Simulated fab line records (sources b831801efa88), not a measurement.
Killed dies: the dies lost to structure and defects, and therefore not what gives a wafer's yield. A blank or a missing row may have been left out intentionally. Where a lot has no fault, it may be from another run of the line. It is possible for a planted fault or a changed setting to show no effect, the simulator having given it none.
A struck lot beside a sound one || flow sky130 || 18 out of 708 route steps
Sound: the wafers L249.1, L249.3, L249.5. Struck: wafers L256.1, L256.4, L256.5. The cause comes at the end.
Order at every step that has rows: each side's tool, ch and its chambers, its first start. Under that, the readings that differ: sound wafers || struck wafers || difference of the means || sigmas: that difference in standard deviations of wafers without a fault.
alike: same words and numbers on both sides, and readings whose means sit less than 2 such deviations apart. not compared: any withheld reading, any reading some wafer has no value for, any bound like >300 that may hide the same value, and any number with overlapping values for which the record gives no deviation.
Wherever a step has rows on one side only, a row that says differs or no value, or a row with sigmas, the two part there. Numbers that have no deviation but don't overlap get no sigmas and don't part them. Lack of a reading on every wafer of one side parts them only where that side has two or more wafers.

SKY_LDD_HVP_STRIP_09: strips in O2/N2.
  sound on plasma_asher-01 ch 0,1, day 21 20:32; struck on plasma_asher-01 ch 0,1, day 24 12:07
  alike: drypump_motor_current_A, oes_product_au, strip_time_to_endpoint_s
  not compared: rf_hours_counter_h
SKY_LDD_HVP_TW_MEAS_10:
  sound on film_metro-04, day 21 20:38; struck on film_metro-01, day 24 12:13
  alike: LDD_HVP_TW
then, 7 steps without rows for these wafers: SKY_LDD_LDN_DEHYDRATE_00 (time 60 s); SKY_LDD_LDN_HMDS_01 (prime time 60 s); SKY_LDD_LDN_COAT_02 (resist thk 1140 nm); SKY_LDD_LDN_SOFTBAKE_03 (time 60 s); SKY_LDD_LDN_EXPOSE_04 (exposes mask LDNTM, target cd 700 nm); SKY_LDD_LDN_PEB_05; SKY_LDD_LDN_DEVELOP_06 (develop time 60 s).
SKY_LDD_LDN_OVL_MEAS_07:
  sound on overlay-02, day 23 02:45; struck on overlay-01, day 25 16:21
  alike: LDD_LDN_OVL
then, 2 steps without rows for these wafers: SKY_LDD_LDN_IMPLANT_08; SKY_LDD_LDN_IMPLANT_09.
SKY_LDD_LDN_IMPLANT_10:
  sound on implanter-02 ch 0, day 23 03:05; struck on implanter-02 ch 0, day 25 16:41
{"reading": "dose_ions_cm2", "sound": "1.2502e+13 1.2495e+13 1.2492e+13", "struck": "3.278e+12 3.294e+12 3.276e+12", "difference": -9.214e+12, "sigmas": "-99 or more"}
{"reading": "faraday_current_uA", "sound": "69.6 71.9 70.4", "struck": "18.4 18.1 18.2", "difference": -52.4, "sigmas": -44}
  alike: rotation_deg
next, for these wafers, 1 step has no rows: SKY_LDD_LDN_IMPLANT_11.
SKY_LDD_LDN_STRIP_12: strips in O2/N2.
  sound on plasma_asher-02 ch 0, day 23 03:23; struck on plasma_asher-02 ch 0,1, day 25 16:59
  alike: drypump_motor_current_A, oes_product_au, strip_time_to_endpoint_s
  not compared: rf_hours_counter_h
SKY_LDD_LDN_TW_MEAS_13:
  sound on film_metro-02, day 23 03:29; struck on film_metro-03, day 25 17:05
{"reading": "LDD_LDN_TW", "sound": "1484 1477 1475", "struck": "1377 1379 1372", "difference": -103, "sigmas": -10}
then, 1 step without rows for these wafers: SKY_LDD_LDN_CLEAN_14 (cleans in SC1/SC2, time 150 s).
-- the record jumps here: 22 days lie between the struck wafers' starts before and after (it left off in module LDD_LDN and takes up again in module PAD_OPEN, whose first step shown is number 708 of the route) --
SKY_PAD_OPEN_PROBE_99:
  sound on prober-02, day 46 04:25; struck on prober-02, day 47 16:43
{"reading": "model.etest.tip_sonos.rs_ohm_sq", "sound": "2756 2784 2793", "struck": "2947 2938 2955", "difference": "+169", "sigmas": ""}
  alike: killed_at_M0_to_M3, killed_at_M4_up, killed_at_contacts, killed_at_front_end, killed_at_other, killed_dies, killed_open, killed_short

== WHERE THEY PART ==
Last at SKY_LDD_LDN_TW_MEAS_13 as far as this record goes, first at SKY_LDD_LDN_IMPLANT_10. Later steps at which nothing parts them and some readings are alike: SKY_PAD_OPEN_PROBE_99.

WHY: whatever the simulator had introduced
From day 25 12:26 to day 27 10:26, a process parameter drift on implanter-02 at SKY_LDD_LDN_IMPLANT_10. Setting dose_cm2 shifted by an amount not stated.
